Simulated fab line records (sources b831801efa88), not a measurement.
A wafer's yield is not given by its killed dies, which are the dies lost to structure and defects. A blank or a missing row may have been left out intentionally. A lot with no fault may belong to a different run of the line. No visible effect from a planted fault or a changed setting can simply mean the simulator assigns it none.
Which tool is to blame?    flow sky130    14 lots, 42 wafers sampled, at 4 steps of a route of 708

## WHAT THE GAUGES SHOWED, per wafer
SKY_FIELD_ISO_THK_MEAS_23.
lot   measured     on             FIELD_ISO_OXIDATION_01_THK (nm)
L158  day 2 08:32  film_metro-03  10.08 10.07 9.89
L160  day 3 02:43  film_metro-01  9.96 9.79 9.91
L161  day 3 02:42  film_metro-03  10.22 10.35 10.47
L166  day 4 03:41  film_metro-03  10.01 9.98 10.00
L167  day 4 08:56  film_metro-02  9.95 10.06 10.24
L168  day 4 13:01  film_metro-01  10.21 10.18 10.14
L169  day 4 18:53  film_metro-02  10.35 10.24 10.34
L170  day 4 23:20  film_metro-03  9.90 10.10 9.91
L171  day 5 08:47  film_metro-02  10.12 9.96 10.17
L174  day 5 20:20  film_metro-02  9.97 9.93 9.93
L175  day 6 01:56  film_metro-01  9.87 9.85 9.87
L176  day 6 07:58  film_metro-01  10.31 10.26 10.21
L180  day 7 05:17  film_metro-03  9.91 9.94 10.13
L181  day 7 09:29  film_metro-02  9.73 9.47 9.74

SKY_VT_ADJUST_NCORE_OVL_MEAS_08.
lot   measured      on          VT_ADJUST_NCORE_OVL (nm)
L158  day 8 13:43   overlay-01  -1.1 -1.7 -0.1
L160  day 9 20:50   overlay-01  1.8 0.8 -0.4
L161  day 9 20:22   overlay-01  -1.0 -1.4 0.2
L166  day 11 09:10  overlay-02  -0.4 -0.5 -1.9
L167  day 11 14:16  overlay-01  -0.6 1.0 0.7
L168  day 11 23:07  overlay-01  -1.6 -1.6 0.2
L169  day 11 23:13  overlay-02  -1.7 -1.5 -0.2
L170  day 12 08:34  overlay-02  0.6 -0.5 -1.3
L171  day 12 22:18  overlay-01  -0.4 -0.6 -0.1
L174  day 13 21:04  overlay-02  -1.1 0.2 0.1
L175  day 14 05:55  overlay-01  0.5 -0.7 1.3
L176  day 14 13:04  overlay-01  0.8 1.2 0.7
L180  day 15 17:07  overlay-01  -2.5 -3.5 -2.9
L181  day 16 00:28  overlay-01  0.1 -1.2 -1.8

SKY_POLY_GATE_OVL_MEAS_14.
lot   measured      on          POLY_GATE_OVL (nm)
L158  day 16 14:19  overlay-02  -11 -5 -8
L160  day 18 06:36  overlay-01  -3 5 0
L161  day 18 03:11  overlay-01  4 12 3
L166  day 20 08:13  overlay-02  -12 -2 -11
L167  day 20 12:58  overlay-02  -8 -2 -3
L168  day 20 21:22  overlay-02  -1 -4 -4
L169  day 21 14:58  overlay-02  -2 2 8
L170  day 21 15:19  overlay-01  16 9 16
L171  day 22 01:31  overlay-01  0 1 -1
L174  day 23 04:31  overlay-01  3 0 5
L175  day 23 11:22  overlay-02  -10 11 -1
L176  day 23 19:57  overlay-02  4 4 0
L180  day 24 22:10  overlay-02  -5 -6 -10
L181  day 25 16:16  overlay-02  8 6 9

## EACH LOT AND THE TOOL THAT RAN IT (in order: tool; ch and the chambers of the sampled wafers; start)
lot   SKY_FIELD_ISO_WET_ETCH_18
L158  wet_bench-01 ch 2, day 2 06:11
L160  wet_bench-01 ch 1, day 2 20:05
L161  wet_bench-03 ch 0, day 2 23:32
L166  wet_bench-03 ch 2, day 4 00:32
L167  wet_bench-04 ch 1, day 4 06:38
L168  wet_bench-03 ch 0, day 4 10:56
L169  wet_bench-01 ch 0, day 4 17:26
L170  wet_bench-01 ch 3, day 4 21:53
L171  wet_bench-04 ch 2, day 5 07:20
L174  wet_bench-01 ch 3, day 5 18:14
L175  wet_bench-03 ch 2, day 5 22:10
L176  wet_bench-01 ch 0, day 6 02:11
L180  wet_bench-03 ch 1, day 7 03:50
L181  wet_bench-04 ch 2, day 7 05:50
- SKY_FIELD_ISO_WET_ETCH_18: etches Si3N4 in H3PO4, target depth 25 nm, time 286 s.

## AS READ BY THE TOOLS THEMSELVES (means over the sampled wafers that have a number; for cases with no such wafer, the mark the record gives instead)
SKY_FIELD_ISO_WET_ETCH_18.
lot   tool          run_length_s (s)
L158  wet_bench-01  314
L160  wet_bench-01  311
L161  wet_bench-03  320
L166  wet_bench-03  319
L167  wet_bench-04  319
L168  wet_bench-03  312
L169  wet_bench-01  311
L170  wet_bench-01  311
L171  wet_bench-04  313
L174  wet_bench-01  465
L175  wet_bench-03  312
L176  wet_bench-01  464
L180  wet_bench-03  319
L181  wet_bench-04  320

## THE ANSWER, worked out from the rows above alone
Rule: what is usual is taken from the lots themselves. Put in order of their means at a reading, lots are off if they are a third of the lots or fewer, leave a main group of 4 or more, and stand apart from it by a gap of 3 or more times the standard deviation of the main group's means; of several such gaps the widest counts. The tables above print the reading to a certain number of digits; a main group whose means all agree to those digits is not used. A lot without any number at a reading at which 4 lots or more have one is off too. All remaining lots with rows at the step are treated as sound. After the gauges, taken in route order, come the tools' own readings; for these a lot's mean is taken, as printed above. The first step at which some lot is off is used, and at that step the reading that is off furthest; a lot without a number counts as furthest.
Off: L174, L176 (SKY_FIELD_ISO_WET_ETCH_18, run_length_s). For the main group the mean is 315 s and the standard deviation 3.8.
If a tool, at that step or one of the process steps before it, ran each lot that is off and ran no sound lot following the first of them, it fits. One fits: SKY_FIELD_ISO_WET_ETCH_18 on wet_bench-01. Its last sound lot is L170 (day 4 21:53), its first lot that is off L174 (day 5 18:14): a fault that began between those two fits.
The tool's own readings at SKY_FIELD_ISO_WET_ETCH_18 bear it out: on the lots that are off they differ by more than 5 times the standard deviation of the sound lots' means. run_length_s reads 464 s there against 315 s on the sound lots.

## WHAT THE SIMULATOR HAD INSERTED
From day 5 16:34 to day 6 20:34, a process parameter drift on wet_bench-01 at SKY_FIELD_ISO_WET_ETCH_18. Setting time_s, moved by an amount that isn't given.
Shown lots that were struck: L174, L176. The rule given above showed the same thing.
